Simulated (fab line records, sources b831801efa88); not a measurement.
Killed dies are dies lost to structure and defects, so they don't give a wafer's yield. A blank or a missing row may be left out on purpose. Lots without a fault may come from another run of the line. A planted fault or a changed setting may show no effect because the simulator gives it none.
A struck lot beside a sound one | flow gf180mcu | 16 steps out of a route of 602
Sound: wafers L739.2, L739.3, L739.6. Struck: wafers L756.1, L756.4, L756.6. The cause comes at the end.
At each step with rows: each side's tool, then ch and its chambers, then its first start. Under that, the readings that differ: sound wafers | struck wafers | difference of the means | sigmas: that difference in standard deviations of wafers without a fault.
alike: readings whose means differ by less than 2 such deviations, and words and numbers that are the same on both sides. not compared: withheld readings, readings that some wafer has no value for, bounds like >300 that may hide the same value, and numbers for which the record gives no deviation and whose values overlap.
The two part at a step that has a row with sigmas, a row that says differs or no value, or rows on one side only. Numbers that don't overlap but have no deviation are shown without sigmas and don't part them. A reading that every wafer of one side lacks parts them only if that side has two wafers or more.

first, 4 steps without rows for these wafers: GF_SAB_SOFTBAKE_05 (time 60 s); GF_SAB_EXPOSE_06 (exposes mask SAB, target cd 420 nm); GF_SAB_PEB_07; GF_SAB_DEVELOP_08 (develop time 60 s).
GF_SAB_CD_MEAS_09: target cd 420 nm.
  sound on cd_sem-02, day 16 18:43; struck on cd_sem-01, day 22 13:02
  alike: cd_nm
GF_SAB_OVL_MEAS_10:
  sound on overlay-02, day 16 18:49; struck on overlay-02, day 22 13:09
  alike: SAB_OVL
GF_SAB_ETCH_11: etches SiO2 in C4F8/O2/Ar, target depth 55 nm, time 8.5 s.
  sound on rie_diel-03 ch 0,1,2, day 16 18:50; struck on rie_diel-03 ch 1,3, day 22 13:11
  alike: oes_product_au
  not compared: rf_hours_counter_h
then, 1 step without rows for these wafers: GF_SAB_WET_ETCH_12 (etches SiO2 in dHF, target depth 22 nm, time 440 s).
GF_SAB_STRIP_13: strips in O2/N2.
  sound on plasma_asher-02 ch 0,1, day 16 19:00; struck on plasma_asher-01 ch 0,1, day 22 13:20
  reading                      | sound             | struck            | difference | sigmas
  strip_time_to_endpoint_s (s) | 12.60 12.61 12.63 | 12.55 12.52 12.55 | -0.07      | -2
  alike: drypump_motor_current_A, heater_power_w, oes_product_au
  not compared: rf_hours_counter_h
then, 2 steps without rows for these wafers: GF_SALICIDE_CLEAN_00 (cleans in SC1/SC2, time 150 s); GF_SALICIDE_WET_ETCH_01 (etches SiO2 in dHF, target depth 5 nm, time 100 s).
GF_SALICIDE_SPUTTER_02: material Co, target thk 10 nm, time 20 s.
  sound on pvd_sputter-01, day 16 19:11; struck on pvd_sputter-01, day 22 13:32
  alike: cathode_dc_power_W, throttle_valve_pct
GF_SALICIDE_SPUTTER_03: material TiN, target thk 20 nm, time 16.7 s.
  sound on pvd_sputter-01, day 16 19:13; struck on pvd_sputter-01, day 22 13:34
  reading                                      | sound                | struck               | difference | sigmas
  cathode_dc_power_W (W)                       | 6500.3 6500.7 6499.3 | 5843.9 5846.1 5846.4 | -654.6     | -99 or more
  model.TiN_of_SALICIDE_SPUTTER_03.thk_nm (nm) | 19.82 19.07 19.06    | 17.43 18.27 18.45    | -1.27      |
  alike: throttle_valve_pct
GF_SALICIDE_RS_MEAS_04: measures by four-point-probe.
  sound on film_metro-03, day 16 19:16; struck on film_metro-04, day 22 13:35
  alike: SALICIDE_TIN_RS
GF_SALICIDE_THK_MEAS_05: measures by xrf.
  sound on film_metro-03, day 16 19:22; struck on film_metro-04, day 22 13:42
  reading               | sound          | struck         | difference | sigmas
  SALICIDE_TIN_THK (nm) | 19.6 18.8 18.8 | 17.4 18.1 18.3 | -1.1       | -3
GF_SALICIDE_RTA_06: time 30 s.
  sound on rtp_anneal-02 ch 0, day 16 19:26; struck on rtp_anneal-01 ch 0, day 22 13:46
  reading            | sound       | struck      | difference | sigmas
  lamp_power_pct (%) | 5.6 5.6 5.6 | 6.9 6.9 6.9 | +1.3       | +2
  alike: wafer_temp_C_max

WHERE THEY PART
First at GF_SAB_STRIP_13; last, within this record, at GF_SALICIDE_RTA_06.

WHY: what the simulator had put in
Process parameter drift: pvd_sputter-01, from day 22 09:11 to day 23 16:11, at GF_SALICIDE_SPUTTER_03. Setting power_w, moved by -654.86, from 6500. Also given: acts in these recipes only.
